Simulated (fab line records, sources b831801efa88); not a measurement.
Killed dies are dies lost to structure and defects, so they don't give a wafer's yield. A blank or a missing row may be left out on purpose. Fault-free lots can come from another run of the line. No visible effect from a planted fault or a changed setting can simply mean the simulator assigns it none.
fab line records ; flow sky130
[record] lots = 11; wafers = 33; lastDay = 50
route steps=708 shown VIA1@470 METAL2@483 PAD_OPEN@708
lots with no fault: from the same line, run without faults
startH: start of the lot's first displayed wafer, in hours after the record's first day ; waitH: hours since the lot's step before ; " as in the row above ; L1.1+2: a row that stands for several wafers ; - either no value or no given start ; * or withheld: withheld ; < > ~ a bound
route shown NAME@n: names a module that has steps shown in the file, with the first one's number in the route ; usual: the fault-free wafers' mean and standard deviation ; same: alike in all rows ; chamber/n: place in a boat ; sites: each site's reading ; _std_site: their standard deviation ; _edge_site: mean of outer sites minus mean of inner sites ; radiusMm: for every site, how far away it sits from the centre of the wafer ; mask NAME#n: copy n ; behind: tool/chamber where the wafer was last shaped ; hold: cause of the lot's hold/its duration in hours/its outcome ; device: which transistor (n, p or np) failed to switch ; end of line: at the end of the route, the tests of the same wafers ; step lacking rows: just its recipe ; killed: dies lost to structure and defects at the first sort, not the wafer's yield ; map: shows each die of a wafer: x if killed, . if not, _ if none is there
set.NAME: the run value of the setting; set.NAME@STEP: its run value at that earlier step ; model.NAME: the simulator's own value behind a step, which no gauge read
a sample of lots followed through the steps of the route, with each step as a table and each wafer as a row
services: the hour from which a tool's chamber was out of use, counted from the record's first day as startH (under 0 if before that day), plus the number of hours and why
[[steps]]
[step SKY_VIA1_CD_MEAS_12]
[recipe] targetCdNm = 150
[usual] cdNm = 149.6/1.9
lot.wafer;tool;chamber;startH;waitH;cdNm
L999.1;cdSem-02;-;801.88;-;148.0
L999.2;cdSem-02;-;801.88;-;148.0
L999.5;cdSem-02;-;801.88;-;149.1
L101.3;cdSem-02;-;822.57;-;147.8
L101.5;cdSem-02;-;822.57;-;147.1
L101.6;cdSem-02;-;822.57;-;148.8
L102.2;cdSem-01;-;822.90;-;152.5
L102.3;cdSem-01;-;822.90;-;152.3
L102.4;cdSem-01;-;822.90;-;150.9
L105.1;cdSem-02;-;848.97;-;147.4
L105.3;cdSem-02;-;848.97;-;148.9
L105.5;cdSem-02;-;848.97;-;149.2
L108.3;cdSem-01;-;877.46;-;150.3
L108.4;cdSem-01;-;877.46;-;148.9
L108.5;cdSem-01;-;877.46;-;148.9
L112.3;cdSem-02;-;924.46;-;152.6
L112.5;cdSem-02;-;924.46;-;150.8
L112.6;cdSem-02;-;924.46;-;151.8
L113.1;cdSem-01;-;925.69;-;148.2
L113.4;cdSem-01;-;925.69;-;147.1
L113.5;cdSem-01;-;925.69;-;147.5
L114.2;cdSem-02;-;928.16;-;150.4
L114.4;cdSem-02;-;928.16;-;151.7
L114.5;cdSem-02;-;928.16;-;150.4
L117.1;cdSem-02;-;938.59;-;147.2
L117.2;cdSem-02;-;938.59;-;144.6
L117.5;cdSem-02;-;938.59;-;146.7
L119.1;cdSem-02;-;962.18;-;153.3
L119.3;cdSem-02;-;962.18;-;154.2
L119.4;cdSem-02;-;962.18;-;151.9
L120.1;cdSem-02;-;975.84;-;148.8
L120.2;cdSem-02;-;975.84;-;148.7
L120.5;cdSem-02;-;975.84;-;148.7
[step SKY_VIA1_RS_MEAS_22]
[recipe] thkMeasGauge = four-point-probe; reads = W_of_VIA1_CVD_21+TiN_of_VIA1_SPUTTER_20
[usual] VIA1_W_RS = 0.430/0.0047
lot.wafer;tool;chamber;startH;waitH;VIA1_W_RS[ohm/sq]
L999.1;filmMetro-02;-;802.92;0.1;0.432
L999.2;filmMetro-02;-;802.92;0.1;0.433
L999.5;filmMetro-02;-;802.92;0.1;0.424
L101.3;filmMetro-01;-;823.61;0.1;0.436
L101.5;filmMetro-01;-;823.61;0.1;0.441
L101.6;filmMetro-01;-;823.61;0.1;0.432
L102.2;filmMetro-04;-;823.93;0.1;0.434
L102.3;filmMetro-04;-;823.93;0.1;0.437
L102.4;filmMetro-04;-;823.93;0.1;0.437
L105.1;filmMetro-02;-;850.00;0.1;0.431
L105.3;filmMetro-02;-;850.00;0.1;0.431
L105.5;filmMetro-02;-;850.00;0.1;0.430
L108.3;filmMetro-01;-;878.51;0.1;0.441
L108.4;filmMetro-01;-;878.51;0.1;0.430
L108.5;filmMetro-01;-;878.51;0.1;0.435
L112.3;filmMetro-04;-;925.96;0.1;0.427
L112.5;filmMetro-04;-;925.96;0.1;0.434
L112.6;filmMetro-04;-;925.96;0.1;0.437
L113.1;filmMetro-04;-;927.09;0.1;0.422
L113.4;filmMetro-04;-;927.09;0.1;0.414
L113.5;filmMetro-04;-;927.09;0.1;0.418
L114.2;filmMetro-02;-;929.18;0.1;0.431
L114.4;filmMetro-02;-;929.18;0.1;0.436
L114.5;filmMetro-02;-;929.18;0.1;0.430
L117.1;filmMetro-01;-;939.59;0.1;0.432
L117.2;filmMetro-01;-;939.59;0.1;0.433
L117.5;filmMetro-01;-;939.59;0.1;0.432
L119.1;filmMetro-04;-;963.17;0.1;0.423
L119.3;filmMetro-04;-;963.17;0.1;0.422
L119.4;filmMetro-04;-;963.17;0.1;0.423
L120.1;filmMetro-02;-;976.87;0.1;0.435
L120.2;filmMetro-02;-;976.87;0.1;0.427
L120.5;filmMetro-02;-;976.87;0.1;0.430
[step SKY_METAL2_SPUTTER_00]
[recipe] material = Ti; targetThkNm = 15; powerW = 3000; timeS = 10; chamberPressurePa = 0.4
[usual] throttleValvePct = 29.8/1
[same] timeS = 10
lot.wafer;tool;chamber;startH;waitH;throttleValvePct
L999.1;pvdSputter-03;-;803.40;0.1;30.1
L999.2;pvdSputter-03;-;803.40;0.1;30.3
L999.5;pvdSputter-03;-;803.40;0.1;30.6
L101.3;pvdSputter-04;-;824.05;0.1;31.2
L101.5;pvdSputter-04;-;824.05;0.1;28.9
L101.6;pvdSputter-04;-;824.05;0.1;28.3
L102.2;pvdSputter-01;-;824.39;0.1;31.3
L102.3;pvdSputter-01;-;824.39;0.1;29.7
L102.4;pvdSputter-01;-;824.39;0.1;31.1
L105.1;pvdSputter-04;-;850.48;0.1;28.3
L105.3;pvdSputter-04;-;850.48;0.1;30.7
L105.5;pvdSputter-04;-;850.48;0.1;30.4
L108.3;pvdSputter-04;-;878.95;0.1;28.6
L108.4;pvdSputter-04;-;878.95;0.1;30.3
L108.5;pvdSputter-04;-;878.95;0.1;28.5
L112.3;pvdSputter-01;-;926.60;0.2;29.6
L112.5;pvdSputter-01;-;926.60;0.2;29.8
L112.6;pvdSputter-01;-;926.60;0.2;30.8
L113.1;pvdSputter-04;-;927.57;0.1;30.2
L113.4;pvdSputter-04;-;927.57;0.1;28.4
L113.5;pvdSputter-04;-;927.57;0.1;28.5
L114.2;pvdSputter-03;-;929.97;0.1;28.4
L114.4;pvdSputter-03;-;929.97;0.1;30.0
L114.5;pvdSputter-03;-;929.97;0.1;28.7
L117.1;pvdSputter-01;-;940.07;0.2;29.7
L117.2;pvdSputter-01;-;940.07;0.2;29.8
L117.5;pvdSputter-01;-;940.07;0.2;30.6
L119.1;pvdSputter-01;-;963.65;0.1;29.6
L119.3;pvdSputter-01;-;963.65;0.1;29.4
L119.4;pvdSputter-01;-;963.65;0.1;31.3
L120.1;pvdSputter-01;-;977.35;0.1;30.4
L120.2;pvdSputter-01;-;977.35;0.1;29.7
L120.5;pvdSputter-01;-;977.35;0.1;31.6
[step SKY_METAL2_COAT_09]
[recipe] resist = BARC; tempC = withheld; timeS = withheld; spinRpm = 3000; resistThkNm = 60
[usual] spinSpeedRpm = 3000.0/1.9
lot.wafer;tool;chamber;startH;waitH;spinSpeedRpm
L999.1;lithoTrack-03;0;816.74;0.1;3000.3
L999.2;lithoTrack-03;0;816.74;0.1;3002.3
L999.5;lithoTrack-03;0;816.74;0.1;2999.9
L101.3;lithoTrack-04;0;837.34;0.1;2998.8
L101.5;lithoTrack-04;0;837.34;0.1;3001.5
L101.6;lithoTrack-04;0;837.34;0.1;3002.6
L102.2;lithoTrack-02;0;837.55;0.1;3000.3
L102.3;lithoTrack-02;0;837.55;0.1;3000.0
L102.4;lithoTrack-02;0;837.55;0.1;3000.5
L105.1;lithoTrack-03;0;863.14;0.1;3003.6
L105.3;lithoTrack-03;0;863.14;0.1;3000.0
L105.5;lithoTrack-03;0;863.14;0.1;2997.6
L108.3;lithoTrack-02;0;891.43;0.1;3000.8
L108.4;lithoTrack-02;0;891.43;0.1;2997.7
L108.5;lithoTrack-02;0;891.43;0.1;2999.9
L112.3;lithoTrack-02;0;938.53;0.1;3000.7
L112.5;lithoTrack-02;0;938.53;0.1;3003.2
L112.6;lithoTrack-02;0;938.53;0.1;3002.0
L113.1;lithoTrack-02;0;939.28;0.1;2736.3
L113.4;lithoTrack-02;0;939.28;0.1;2739.6
L113.5;lithoTrack-02;0;939.28;0.1;2737.8
L114.2;lithoTrack-03;0;941.82;0.1;3001.2
L114.4;lithoTrack-03;0;941.82;0.1;2999.8
L114.5;lithoTrack-03;0;941.82;0.1;3001.6
L117.1;lithoTrack-02;0;952.68;0.1;2734.7
L117.2;lithoTrack-02;0;952.68;0.1;2734.8
L117.5;lithoTrack-02;0;952.68;0.1;2737.3
L119.1;lithoTrack-04;0;975.74;0.1;2999.8
L119.3;lithoTrack-04;0;975.74;0.1;2997.8
L119.4;lithoTrack-04;0;975.74;0.1;2997.0
L120.1;lithoTrack-04;0;987.99;0.1;2996.0
L120.2;lithoTrack-04;0;987.99;0.1;2999.6
L120.5;lithoTrack-04;0;987.99;0.1;3000.2
[step SKY_METAL2_ETCH_18]
[recipe] chemistry = N2/H2; target = BARC; ionEnergyEv = 200; biasW = 100; pressureMtorr = 30; n2FlowSccm = 100; h2FlowSccm = 200; icpW = 500; stopOn = SiO2; timeS = 45.9; targetDepthA = 600
[usual] drypumpMotorCurrentA = 6.0/0.3; oesProductAu = 0.855/0.005; throttleValvePct = 13.225/0.0096
[same] timeS = 45.9
lot.wafer;tool;chamber;startH;waitH;drypumpMotorCurrentA;oesProductAu;rfHoursCounterH;throttleValvePct
L999.1;rieMetal-03;1;830.37;0.0;5.6;0.846;5;13.236
L999.2;rieMetal-03;0;830.37;0.0;6.2;0.850;1;13.218
L999.5;rieMetal-03;0;830.37;0.0;6.1;0.859;-;13.225
L101.3;rieMetal-03;0;850.75;0.0;6.2;0.858;-;13.221
L101.5;rieMetal-03;1;850.75;0.0;5.6;0.865;-;13.231
L101.6;rieMetal-03;0;850.75;0.0;6.2;0.861;-;13.232
L102.2;rieMetal-01;0;851.08;0.0;6.4;0.849;7;13.216
L102.3;rieMetal-01;1;851.08;0.0;5.7;0.857;-;13.226
L102.4;rieMetal-01;0;851.08;0.0;6.4;0.854;-;13.217
L105.1;rieMetal-02;0;876.63;0.0;6.2;0.859;9;13.224
L105.3;rieMetal-02;0;876.63;0.0;6.2;0.861;-;13.221
L105.5;rieMetal-02;1;876.63;0.0;5.7;0.850;-;13.206
L108.3;rieMetal-02;1;905.05;0.0;5.7;0.852;-;13.223
L108.4;rieMetal-02;0;905.05;0.0;6.2;0.860;-;13.236
L108.5;rieMetal-02;0;905.05;0.0;6.2;0.852;-;13.230
L112.3;rieMetal-02;1;952.24;0.0;5.7;0.857;-;13.215
L112.5;rieMetal-02;1;952.24;0.0;5.7;0.859;-;13.214
L112.6;rieMetal-02;0;952.24;0.0;6.2;0.860;-;13.217
L113.1;rieMetal-03;0;952.57;0.0;6.2;0.880;6;13.211
L113.4;rieMetal-03;1;952.57;0.0;5.6;0.868;-;13.252
L113.5;rieMetal-03;0;952.57;0.0;6.2;0.876;-;13.223
L114.2;rieMetal-03;1;954.88;0.0;5.6;0.858;11;13.235
L114.4;rieMetal-03;0;954.88;0.0;6.2;0.862;-;13.227
L114.5;rieMetal-03;0;954.88;0.0;6.2;0.857;-;13.224
L117.1;rieMetal-01;1;963.88;0.0;5.7;0.879;17;13.243
L117.2;rieMetal-01;0;963.88;0.0;6.5;0.872;12;13.202
L117.5;rieMetal-01;1;963.88;0.0;5.8;0.876;-;13.215
L119.1;rieMetal-01;0;987.55;0.1;6.4;0.847;13;13.211
L119.3;rieMetal-01;0;987.55;0.1;6.4;0.851;-;13.212
L119.4;rieMetal-01;0;987.55;0.1;6.4;0.853;-;13.228
L120.1;rieMetal-02;1;999.78;0.0;5.7;0.854;10;13.222
L120.2;rieMetal-02;0;999.78;0.0;6.2;0.854;16;13.242
L120.5;rieMetal-02;1;999.78;0.0;5.7;0.858;-;13.210
[step SKY_PAD_OPEN_PROBE_99]
[usual] defectLimitedYield = 82.3/1.9; killed_at_M0_to_M3 = 44/7.6; killed_at_M4_up = 3.2/1.7; killedAtContacts = 24/5.7; killedAtFrontEnd = 16/3.9; killedAtOther = 0.2/0.45; killedDies = 87/9.5; killedOpen = 47/6.9; killedShort = 40/5.8; sort_bin_3_pad_short = 0.9/0.4; sort_bin_5_function = 10.4/1.4; sort_bin_6_memory = 6.4/1.1; sortNPass = 405/9.5; sortYieldPct = 82.3/1.9
[same] grossDies = 492; killedAtBackSide = 0; sort_bin_4_leakage[%] = 0; sort_bin_8_speed[%] = 0
lot.wafer;tool;chamber;startH;waitH;defectLimitedYield[%];killed_at_M0_to_M3;killed_at_M4_up;killedAtContacts;killedAtFrontEnd;killedAtOther;killedDies;killedOpen;killedShort;sort_bin_3_pad_short[%];sort_bin_5_function[%];sort_bin_6_memory[%];sortNPass;sortYieldPct[%]
L108.3;prober-02;-;1137.28;0.2;82.7;50;2;21;11;1;85;43;42;0.6;10.0;6.7;407;82.7
L108.4;prober-02;-;1137.33;0.2;77.8;59;5;25;20;0;109;68;41;1.6;12.8;7.7;383;77.8
L108.5;prober-02;-;1137.38;0.2;84.6;39;4;21;12;0;76;36;40;1.2;8.5;5.7;416;84.6
L113.1;prober-01;-;1175.66;0.1;81.7;49;4;27;9;1;90;55;35;1.2;11.2;5.9;402;81.7
L113.4;prober-01;-;1175.81;0.2;82.5;50;5;17;14;0;86;45;41;0.6;10.0;6.9;406;82.5
L113.5;prober-01;-;1175.86;0.2;82.1;51;2;18;17;0;88;44;44;0.4;10.6;6.9;404;82.1
L119.1;prober-01;-;1198.36;0.1;83.5;37;9;14;20;1;81;39;42;0.8;8.9;6.7;411;83.5
L119.3;prober-01;-;1198.46;0.2;81.1;47;5;21;20;0;93;56;37;1.0;11.0;6.9;399;81.1
L119.4;prober-01;-;1198.51;0.2;81.5;47;7;21;16;0;91;44;47;0.8;11.6;6.1;401;81.5
// killed by level:class
L108.3 CONTACT:geometricParticle:open=11 VIA1:geometricParticle:open=11 METAL1:geometricParticle:short=8 VIA1:geometricParticle:short=7 POLY_GATE:geometricParticle:short=5 METAL3:geometricParticle:short=5 LI_CONTACT:geometricParticle:short=4 VIA2:geometricParticle:open=4
L108.4 VIA1:geometricParticle:open=15 VIA3:geometricParticle:open=12 VIA2:geometricParticle:open=9 CONTACT:geometricParticle:open=9 FIELD_ISO:geometricParticle:short=6 VIA3:geometricParticle:short=6 VIA2:geometricParticle:short=5 POLY_GATE:geometricParticle:short=5
L108.5 VIA1:geometricParticle:open=9 CONTACT:geometricParticle:open=7 VIA1:geometricParticle:short=6 METAL1:geometricParticle:short=5 FIELD_ISO:geometricParticle:short=4 VIA3:geometricParticle:open=4 LI_CONTACT:geometricParticle:open=4 LOCAL_INTERCONNECT:geometricParticle:short=4
L113.1 VIA3:geometricParticle:open=11 VIA1:geometricParticle:open=10 CONTACT:geometricParticle:open=10 LI_CONTACT:geometricParticle:open=9 VIA2:geometricParticle:open=6 LOCAL_INTERCONNECT:geometricParticle:short=6 VIA1:geometricParticle:short=5 METAL2:geometricParticle:short=5
L113.4 VIA2:geometricParticle:open=11 LI_CONTACT:geometricParticle:open=7 CONTACT:geometricParticle:open=7 VIA3:geometricParticle:short=7 VIA1:geometricParticle:short=6 VIA3:geometricParticle:open=6 VIA1:geometricParticle:open=6 FIELD_ISO:geometricParticle:short=4
L113.5 VIA1:geometricParticle:open=14 METAL2:geometricParticle:short=11 VIA3:geometricParticle:open=8 FIELD_ISO:geometricParticle:short=6 LI_CONTACT:geometricParticle:short=5 LI_CONTACT:geometricParticle:open=5 CONTACT:geometricParticle:open=4 METAL1:geometricParticle:short=4
L119.1 VIA1:geometricParticle:open=9 METAL4:geometricParticle:short=8 VIA3:geometricParticle:open=5 POLY_GATE:geometricParticle:open=5 CONTACT:geometricParticle:short=5 VIA1:geometricParticle:short=5 FIELD_ISO:geometricParticle:open=4 FIELD_ISO:geometricParticle:short=4
L119.3 VIA1:geometricParticle:open=17 CONTACT:geometricParticle:open=9 FIELD_ISO:geometricParticle:open=7 METAL2:geometricParticle:short=7 LI_CONTACT:geometricParticle:open=6 METAL1:geometricParticle:short=5 FIELD_ISO:geometricParticle:short=4 POLY_GATE:geometricParticle:open=4
L119.4 VIA1:geometricParticle:open=10 METAL2:geometricParticle:short=8 POLY_GATE:geometricParticle:short=7 VIA2:geometricParticle:open=6 LOCAL_INTERCONNECT:geometricParticle:short=5 CONTACT:geometricParticle:open=5 VIA1:geometricParticle:short=5 METAL3:geometricParticle:short=4
[[services]]
tool;chamber;startH;hours;kind
rieMetal-03;0;781.50;-;clean
rieMetal-03;0;781.50;17.8;scheduledDown
rieMetal-03;0;781.50;17.8;ventCycle
pvdSputter-01;-;785.73;0.7;repair
rieMetal-02;1;802.44;-;clean
rieMetal-02;1;802.44;16.8;scheduledDown
rieMetal-03;-;812.61;0.6;repair
pvdSputter-01;1;824.53;-;consumableReplace:kit
pvdSputter-01;1;824.53;18.0;scheduledDown
pvdSputter-01;1;824.53;18.0;ventCycle
pvdSputter-01;-;836.39;6.2;repair
rieMetal-02;0;847.39;5.1;repair
pvdSputter-04;-;890.21;0.9;repair
pvdSputter-04;-;890.26;5.2;repair
pvdSputter-04;-;894.11;5.4;repair
rieMetal-01;-;943.71;0.4;repair
rieMetal-03;-;955.18;0.6;repair
pvdSputter-04;-;971.67;4.9;repair
pvdSputter-01;-;979.70;3.2;repair
pvdSputter-01;0;983.92;-;consumableReplace:kit
pvdSputter-01;0;983.92;18.0;scheduledDown
pvdSputter-01;0;983.92;18.0;ventCycle
rieMetal-01;1;984.98;6.7;repair
pvdSputter-03;-;989.26;21.2;repair
[[key]]
[firstSign] step = SKY_METAL2_COAT_09; reading = spinSpeedRpm; direction = down; sigmas = 99+; usual = 3000.0; struck = 2736.7
[effect] step = SKY_METAL2_ETCH_18; reading = oesProductAu; direction = up; sigmas = 4.1; usual = 0.855; struck = 0.875
metAt SKY_METAL2_COAT_09
struckLots L113,L117
notActingAt SKY_VIA1_CD_MEAS_12,SKY_VIA1_RS_MEAS_22,SKY_METAL2_SPUTTER_00
onsetBetween 938.53 939.28
[fault] kind = processParameterDrift; tool = lithoTrack-02; chamber = -; onsetH = 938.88; steps = SKY_METAL2_COAT_09; channel = spinRpm; offset = -263.48; shape = step; endH = 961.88; actsIn = theseRecipesOnly; stated = 3000
